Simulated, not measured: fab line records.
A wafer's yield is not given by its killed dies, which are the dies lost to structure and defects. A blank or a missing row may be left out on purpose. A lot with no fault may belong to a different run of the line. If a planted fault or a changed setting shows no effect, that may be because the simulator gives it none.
Comparing a struck lot with a sound one	flow sky130	17 steps out of a route of 708
Sound: wafers L159.2, L159.3, L159.5. Wafers L158.1, L158.4, L158.5 were the ones struck. Last of all comes the cause.
Order at every step that has rows: each side's tool, ch and its chambers, its first start. Under that, the readings that differ: sound wafers	struck wafers	difference of the means	sigmas: that difference in standard deviations of wafers without a fault.
alike: a reading whose means differ by less than 2 such deviations, as well as words and numbers matching on both sides. not compared: withheld readings; readings where some wafer has no value; bounds like >300 that might hide an equal value; numbers whose values overlap and for which the record gives no deviation.
Wherever a step has rows on one side only, a row that says differs or no value, or a row with sigmas, the two part there. Numbers that don't overlap but have no deviation are shown without sigmas and don't part them. Lack of a reading on every wafer of one side parts them only where that side has two or more wafers.

SKY_VT_ADJUST_LVTN_OVL_MEAS_07:
  sound on overlay-01 at day 11 22:17; struck on overlay-02 at day 11 14:37
  alike: VT_ADJUST_LVTN_OVL
then, 1 step without rows for these wafers: SKY_VT_ADJUST_LVTN_IMPLANT_08.
SKY_VT_ADJUST_LVTN_STRIP_09: strips in O2/N2.
  sound on plasma asher-03 ch 0,1, day 11 22:28; struck on plasma asher-03 ch 0, day 11 14:48
  alike: drypump motor current A, oes product au, strip time to endpoint s
  not compared: rf hours counter h
SKY_VT_ADJUST_LVTN_TW_MEAS_10:
  sound on film metro-02 at day 11 22:35; struck on film metro-04 at day 11 14:54
reading	sound	struck	difference	sigmas
VT_ADJUST_LVTN_TW	240.1 239.5 238.0	243.5 242.3 242.6	+3.6	+2
then, 7 steps without rows for these wafers: SKY_VT_ADJUST_LVTN_DEHYDRATE_11 (time 60 s); SKY_VT_ADJUST_LVTN_HMDS_12 (prime time 60 s); SKY_VT_ADJUST_LVTN_COAT_13 (resist thk 1140 nm); SKY_VT_ADJUST_LVTN_SOFTBAKE_14 (time 60 s); SKY_VT_ADJUST_LVTN_EXPOSE_15 (exposes mask HVN STD DERIVED, target cd 600 nm); SKY_VT_ADJUST_LVTN_PEB_16; SKY_VT_ADJUST_LVTN_DEVELOP_17 (develop time 60 s).
SKY_VT_ADJUST_LVTN_OVL_MEAS_18:
  sound on overlay-01 at day 12 23:53; struck on overlay-02 at day 12 16:14
  alike: VT_ADJUST_LVTN_01_OVL
SKY_VT_ADJUST_LVTN_IMPLANT_19:
  sound on implanter-02 ch 0, day 12 23:56; struck on implanter-04 ch 0, day 12 16:16
reading	sound	struck	difference	sigmas
dose ions cm2	6.488e+11 6.496e+11 6.483e+11	1.1765e+12 1.1766e+12 1.1771e+12	+5.2783e+11	+99 or more
faraday current uA	3.63 3.65 3.55	6.62 6.80 6.73	+3.11	+42
SKY_VT_ADJUST_LVTN_STRIP_20: strips in O2/N2.
  sound on plasma asher-04 ch 0, day 13 00:04; struck on plasma asher-03 ch 0,1, day 12 16:25
  alike: drypump motor current A, oes product au, strip time to endpoint s
  not compared: rf hours counter h
SKY_VT_ADJUST_LVTN_TW_MEAS_21:
  sound on film metro-02 at day 13 00:11; struck on film metro-01 at day 12 16:31
reading	sound	struck	difference	sigmas
VT_ADJUST_LVTN_2_TW	185.9 185.9 185.9	220.1 220.4 221.7	+34.8	+27
then, 1 step without rows for these wafers: SKY_VT_ADJUST_NCORE_DEHYDRATE_00 (time 60 s).
-- record jumps: 37 days separate the struck wafers' starts on either side; left off in module VT_ADJUST_NCORE, taken up again in module PAD_OPEN, whose first shown step is the route's number 708 --
SKY_PAD_OPEN_PROBE_99:
  sound on prober-01 at day 50 07:17; struck on prober-02 at day 50 00:56
reading	sound	struck	difference	sigmas
model.etest.res pwell under gate.rs ohm sq	2305 2301 2296	2178 2191 2186	-116	
model.etest.nfet g5v0d10v5.r on ohm um	1875 1894 1896	1935 1898 1919	+29	
model.etest.tip_n_5v.rs ohm sq	1388 1394 1391	1418 1404 1404	+18	
model.etest.nfet g5v0d10v5.drive ua um	612.7 600.5 610	583.4 580.6 585	-24.7	
model.etest.nfet_16v.drive ua um	226.6 221.8 226	210.3 210.6 214.4	-13.0	
model.etest.nfet g5v0d10v5.body rise v (V)	0.6657 0.6755 0.6658	0.7396 0.7454 0.7377	+0.0719	
model.etest.nfet_16v.body rise v (V)	0.6588 0.6699 0.6591	0.7336 0.7393 0.7317	+0.0723	
  alike: killed_at_M0_to_M3, killed_at_M4_up, killed at contacts, killed at front end, killed at other, killed dies, killed on rim, killed open, killed short
  not compared: model.etest.pfet_16v.drive ua um

== WHERE THEY PART ==
First at SKY_VT_ADJUST_LVTN_TW_MEAS_10; last, within this record, at SKY_VT_ADJUST_LVTN_TW_MEAS_21. Later steps at which nothing parts them and some readings are alike: SKY_PAD_OPEN_PROBE_99.

WHY: whatever the simulator had introduced
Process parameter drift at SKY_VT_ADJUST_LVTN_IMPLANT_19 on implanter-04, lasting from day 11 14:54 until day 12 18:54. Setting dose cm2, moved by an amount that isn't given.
